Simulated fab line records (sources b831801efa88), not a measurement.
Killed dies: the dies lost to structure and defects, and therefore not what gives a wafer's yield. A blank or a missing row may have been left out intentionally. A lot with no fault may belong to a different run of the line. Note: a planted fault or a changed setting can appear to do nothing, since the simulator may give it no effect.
fab line records    flow sky130
record lots=14  wafers=40  lastDay=49
route steps=708 shown FIELD_ISO@25 PWDE@54 SONOS_TUNNEL@162 SONOS_ONO@173
lots that met no fault: from a run of the same line without faults
startH: start of the lot's first displayed wafer, in hours after the record's first day    waitH: how many hours have passed since the lot's step before this one    " identical to the entry in the row above    L1.1+2: several wafers, shown together as one row    - no value, or no start was given    * or withheld: withheld    < > ~ a bound
route shown NAME@n: a module of which the file shows steps, and the number in the route of the first    usual: the fault-free wafers' mean and standard deviation    same: alike in all rows    chamber/n: place in a boat    sites: readings site by site    _std_site: how widely they spread, as a standard deviation    _edge_site: mean of outer sites minus mean of inner sites    radiusMm: how far each site lies from the wafer's centre    mask NAME#n: copy n    behind: tool/chamber where the wafer was last shaped    hold: why the lot went on hold/how many hours it stayed there/how the hold came to an end    device: transistor that didn't switch, given as n, p or np    end of line: the route-end tests of the same wafers    a step with no rows: only its recipe    killed: the dies lost at the first sort to structure and to defects; this is not the yield of the wafer    map: a wafer's dies, x killed, . not, _ none there
set.NAME: the run value of the setting; set.NAME@STEP: its run value at that earlier step    model.NAME: the simulator's own value behind a step, which no gauge read
route steps across a sampled set of lots; one table per step, one row per wafer
services: when a tool's chamber went out of use (startH, in hours from the record's first day, below 0 if earlier), for how many hours, and the reason
## steps
# step SKY_FIELD_ISO_CVD_24
# recipe material=SiO2  targetThkNm=595  tempC=650  sigmaOpenFrac=0.3  timeS=99.2  sih4FlowSccm=60  pressureMtorr=6
lot.wafer   tool       chamber  startH  waitH
L281.1+5+6  hdpcvd-02  1,1,0    35.35   0.1
L282.3+4+5  hdpcvd-02  0,2,1    42.88   0.0
L283.1+3+6  hdpcvd-01  1,0,1    48.32   0.1
L284.1+4+6  hdpcvd-02  2,1,2    52.87   0.1
L286.1+3+6  hdpcvd-02  0,1,2    65.87   0.1
L288.3+4+5  hdpcvd-02  0,1,2    79.68   0.0
L289.1+5+6  hdpcvd-02  0,1,0    79.75   0.1
L290.1+2+6  hdpcvd-01  0,1,0    89.87   0.1
L291.1+3+5  hdpcvd-01  2,0,0    95.50   0.1
L293.2+5+6  hdpcvd-01  0,0,2    107.12  0.0
L294.3+4+6  hdpcvd-01  2,0,2    107.86  0.0
L295.3+6    hdpcvd-01  2        117.82  0.0
L296.2+4+6  hdpcvd-02  1,1,0    118.44  0.0
L297.2+3    hdpcvd-01  1,2      121.00  0.0
# step SKY_FIELD_ISO_THK_MEAS_25
# recipe reads=SiO2_of_FIELD_ISO_CVD_24
# usual FIELD_ISO_CVD_24_THK=594/5.9
lot.wafer  tool          chamber  startH  waitH  FIELD_ISO_CVD_24_THK[nm]
L281.1     filmMetro-03  -        35.42   0.0    593
L281.5     "             -        "       "      600
L281.6     "             -        "       "      588
L282.3     filmMetro-01  -        42.97   0.1    583
L282.4     "             -        "       "      596
L282.5     "             -        "       "      593
L283.1     filmMetro-01  -        48.39   0.0    596
L283.3     "             -        "       "      589
L283.6     "             -        "       "      590
L284.1     filmMetro-03  -        52.94   0.0    600
L284.4     "             -        "       "      599
L284.6     "             -        "       "      598
L286.1     filmMetro-01  -        65.95   0.0    590
L286.3     "             -        "       "      600
L286.6     "             -        "       "      607
L288.3     filmMetro-01  -        79.77   0.1    596
L288.4     "             -        "       "      596
L288.5     "             -        "       "      601
L289.1     filmMetro-03  -        79.82   0.0    593
L289.5     "             -        "       "      603
L289.6     "             -        "       "      595
L290.1     filmMetro-04  -        89.94   0.0    597
L290.2     "             -        "       "      603
L290.6     "             -        "       "      603
L291.1     filmMetro-03  -        95.58   0.0    595
L291.3     "             -        "       "      599
L291.5     "             -        "       "      591
L293.2     filmMetro-03  -        107.20  0.0    594
L293.5     "             -        "       "      594
L293.6     "             -        "       "      594
L294.3     filmMetro-01  -        107.96  0.1    623
L294.4     "             -        "       "      590
L294.6     "             -        "       "      591
L295.3     filmMetro-03  -        117.91  0.1    631
L295.6     "             -        "       "      596
L296.2     filmMetro-03  -        118.53  0.0    599
L296.4     "             -        "       "      594
L296.6     "             -        "       "      593
L297.2     filmMetro-04  -        121.08  0.0    630
L297.3     "             -        "       "      628
# step SKY_PWDE_STRIP_09
# recipe chemistry=O2/N2  powerW=1400  pressureMtorr=1500  platenTempC=withheld  o2FlowSccm=3000  n2FlowSccm=300  overashFraction=0.5
# usual drypumpMotorCurrentA=5.8/0.47  oesProductAu=0.722/0.0047  stripTimeToEndpointS=36.94/0.1
lot.wafer  tool            chamber  startH  waitH  drypumpMotorCurrentA  oesProductAu  rfHoursCounterH  stripTimeToEndpointS
L281.1     plasmaAsher-04  0        73.27   0.1    6.6                   0.723         39               37.10
L281.5     "               1        "       "      5.4                   0.730         -                36.96
L281.6     "               0        "       "      6.6                   0.716         -                36.99
L282.3     plasmaAsher-03  0        80.81   0.1    6.0                   0.718         -                37.02
L282.4     "               1        "       "      5.6                   0.721         -                36.90
L282.5     "               1        "       "      5.6                   0.718         -                37.06
L283.1     plasmaAsher-02  1        85.44   0.1    5.5                   0.725         38               36.98
L283.3     "               0        "       "      5.3                   0.726         -                36.99
L283.6     "               0        "       "      5.4                   0.725         -                36.86
L284.1     plasmaAsher-04  0        89.43   0.1    6.6                   0.725         41               37.10
L284.4     "               1        "       "      5.4                   0.721         -                36.97
L284.6     "               0        "       "      6.6                   0.721         -                36.94
L286.1     plasmaAsher-03  1        109.43  0.1    5.7                   0.724         42               36.98
L286.3     "               1        "       "      5.6                   0.729         -                37.10
L286.6     "               1        "       "      5.6                   0.722         -                37.00
L289.1     plasmaAsher-02  0        130.99  0.1    5.3                   0.720         43               37.06
L289.5     "               1        "       "      5.5                   0.725         -                37.03
L289.6     "               0        "       "      5.3                   0.719         -                37.00
L288.3     plasmaAsher-04  1        131.16  0.1    5.4                   0.725         -                37.11
L288.4     "               0        "       "      6.6                   0.716         -                37.06
L288.5     "               0        "       "      6.6                   0.727         -                37.09
L290.1     plasmaAsher-02  1        133.07  0.1    5.5                   0.721         43               37.16
L290.2     "               0        "       "      5.4                   0.720         43               37.02
L290.6     "               1        "       "      5.5                   0.717         -                37.07
L291.1     plasmaAsher-04  0        138.87  0.1    6.6                   0.727         2                36.81
L291.3     "               1        "       "      5.4                   0.715         -                36.89
L291.5     "               1        "       "      5.4                   0.720         -                36.83
L293.2     plasmaAsher-03  0        151.27  0.1    6.0                   0.717         46               36.90
L293.5     "               0        "       "      6.0                   0.718         -                36.85
L293.6     "               1        "       "      5.6                   0.726         -                36.84
L294.3     plasmaAsher-04  1        151.65  0.1    5.4                   0.722         -                36.74
L294.4     "               0        "       "      6.6                   0.724         -                36.67
L294.6     "               1        "       "      5.4                   0.725         -                36.75
L295.3     plasmaAsher-04  1        161.40  0.1    5.4                   0.731         -                36.94
L295.6     "               0        "       "      6.6                   0.721         -                37.01
L296.2     plasmaAsher-03  0        161.72  0.1    6.1                   0.727         47               37.01
L296.4     "               0        "       "      6.0                   0.728         -                36.93
L296.6     "               0        "       "      6.0                   0.718         -                36.84
L297.2     plasmaAsher-03  0        165.47  0.1    6.1                   0.722         47               37.03
L297.3     "               0        "       "      6.0                   0.723         -                36.95
# step SKY_SONOS_TUNNEL_OVL_MEAS_08
# usual SONOS_TUNNEL_OVL=0.3/1.4
lot.wafer  tool        chamber  startH  waitH  SONOS_TUNNEL_OVL[nm]
L281.1     overlay-02  -        248.81  0.1    0.7
L281.5     "           -        "       "      -0.8
L281.6     "           -        "       "      -1.2
L282.3     overlay-01  -        258.50  0.1    -0.7
L282.4     "           -        "       "      2.3
L282.5     "           -        "       "      0.8
L283.1     overlay-01  -        264.96  0.1    0.4
L283.3     "           -        "       "      -0.4
L283.6     "           -        "       "      -0.9
L284.1     overlay-01  -        272.96  0.1    1.0
L284.4     "           -        "       "      0.4
L284.6     "           -        "       "      0.1
L286.1     overlay-02  -        317.19  14.0   1.5
L286.3     "           -        "       "      1.0
L286.6     "           -        "       "      -0.1
L289.1     overlay-02  -        336.78  0.1    -1.4
L289.5     "           -        "       "      -0.4
L289.6     "           -        "       "      0.3
L288.3     overlay-01  -        337.09  0.1    -1.8
L288.4     "           -        "       "      -1.4
L288.5     "           -        "       "      -0.7
L290.1     overlay-02  -        339.36  0.1    -1.3
L290.2     "           -        "       "      -0.1
L290.6     "           -        "       "      -0.2
L291.1     overlay-01  -        342.38  0.1    -1.7
L291.3     "           -        "       "      -0.2
L291.5     "           -        "       "      -0.6
L293.2     overlay-02  -        365.20  0.1    0.7
L293.5     "           -        "       "      0.3
L293.6     "           -        "       "      0.1
L294.3     overlay-02  -        366.10  0.1    2.9
L294.4     "           -        "       "      2.6
L294.6     "           -        "       "      1.0
L295.3     overlay-02  -        378.88  0.1    4.5
L295.6     "           -        "       "      2.5
L296.2     overlay-02  -        379.65  0.1    0.3
L296.4     "           -        "       "      0.3
L296.6     "           -        "       "      -0.2
L297.2     overlay-01  -        388.07  0.1    0.8
L297.3     "           -        "       "      0.7
# step SKY_SONOS_ONO_THK_MEAS_05
# recipe reads=SiO2_of_SONOS_ONO_CVD_04
# usual SONOS_ONO_CVD_04_THK=5.69/0.089
lot.wafer  tool          chamber  startH  waitH  SONOS_ONO_CVD_04_THK[nm]
L281.1     filmMetro-04  -        254.58  0.0    5.69
L281.5     "             -        "       "      5.62
L281.6     "             -        "       "      5.70
L282.3     filmMetro-03  -        264.47  0.0    5.65
L282.4     "             -        "       "      5.66
L282.5     "             -        "       "      5.70
L283.1     filmMetro-03  -        273.26  0.0    5.65
L283.3     "             -        "       "      5.68
L283.6     "             -        "       "      5.76
L284.1     filmMetro-03  -        277.25  0.0    5.71
L284.4     "             -        "       "      5.68
L284.6     "             -        "       "      5.62
L286.1     filmMetro-04  -        325.70  0.0    5.65
L286.3     "             -        "       "      5.65
L286.6     "             -        "       "      5.64
L289.1     filmMetro-03  -        342.26  0.0    5.73
L289.5     "             -        "       "      5.70
L289.6     "             -        "       "      5.70
L288.3     filmMetro-01  -        343.53  0.0    5.65
L288.4     "             -        "       "      5.62
L288.5     "             -        "       "      5.51
L290.1     filmMetro-04  -        344.76  0.0    5.78
L290.2     "             -        "       "      5.60
L290.6     "             -        "       "      5.65
L291.1     filmMetro-01  -        347.19  0.0    5.71
L291.3     "             -        "       "      5.68
L291.5     "             -        "       "      5.63
L293.2     filmMetro-03  -        370.85  0.0    5.69
L293.5     "             -        "       "      5.67
L293.6     "             -        "       "      5.65
L294.3     filmMetro-03  -        372.11  0.0    5.59
L294.4     "             -        "       "      5.68
L294.6     "             -        "       "      5.64
L296.2     filmMetro-03  -        386.37  0.0    5.70
L296.4     "             -        "       "      5.59
L296.6     "             -        "       "      5.60
L295.3     filmMetro-04  -        386.38  0.0    5.55
L295.6     "             -        "       "      5.61
L297.2     filmMetro-03  -        393.67  0.0    5.80
L297.3     "             -        "       "      5.72
## services
tool            chamber  startH  hours  kind
hdpcvd-01       -        40.13   5.5    pm
hdpcvd-02       -        53.88   0.8    repair
hdpcvd-02       -        54.68   6.0    pm
hdpcvd-01       0        60.56   4.0    repair
hdpcvd-01       -        66.75   15.0   pm
hdpcvd-01       0        66.75   15.0   ventCycle
hdpcvd-01       1        66.75   15.0   ventCycle
hdpcvd-01       2        66.75   15.0   ventCycle
plasmaAsher-03  -        76.59   3.0    repair
plasmaAsher-03  -        81.00   9.2    repair
plasmaAsher-03  -        81.67   0.3    repair
hdpcvd-01       0        81.75   -      clean
hdpcvd-01       1        81.75   -      clean
hdpcvd-01       2        81.75   -      clean
hdpcvd-02       -        81.75   28.1   pm
plasmaAsher-04  -        108.75  9.0    pm
plasmaAsher-04  0        108.75  9.0    ventCycle
plasmaAsher-04  1        108.75  9.0    ventCycle
plasmaAsher-03  -        110.42  1.1    repair
plasmaAsher-04  0        117.75  -      clean
plasmaAsher-03  -        122.70  4.0    repair
plasmaAsher-03  -        131.09  4.3    pm
plasmaAsher-04  -        132.58  1.4    repair
hdpcvd-02       -        154.17  1.7    repair
## key
firstSign step=SKY_FIELD_ISO_THK_MEAS_25  reading=FIELD_ISO_CVD_24_THK  direction=up  sigmas=5.7  usual=594  struck=628
effect none on later readings
metAt SKY_FIELD_ISO_CVD_24
struckLots L294,L295,L297
struckWafers L294.3,L295.3,L297.2,L297.3
sortLeftOut L297.2,L297.3
testerLeftOut L294,L295,L297
notActingAt SKY_PWDE_STRIP_09,SKY_SONOS_TUNNEL_OVL_MEAS_08,SKY_SONOS_ONO_THK_MEAS_05
onsetBetween 107.12 107.86
fault kind=processParameterDrift  tool=hdpcvd-01  chamber=-  onsetH=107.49  steps=SKY_FIELD_ISO_CVD_24  channel=targetThkNm  offset=35.588  shape=step  endH=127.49  scope=struckWafersOnly  actsIn=theseRecipesOnly  stated=595
# testerLeftOut: of these lots the tester's yield and bins aren't shown, on N5 and GAA mostly nor the transistor test; their killed dies are dies lost to structure and defects alone, not to doping, threshold or leakage, so they don't give the yield
# sortLeftOut: the simulated sort isn't trusted on such a fault, so these wafers' sort isn't shown, and their yield isn't known
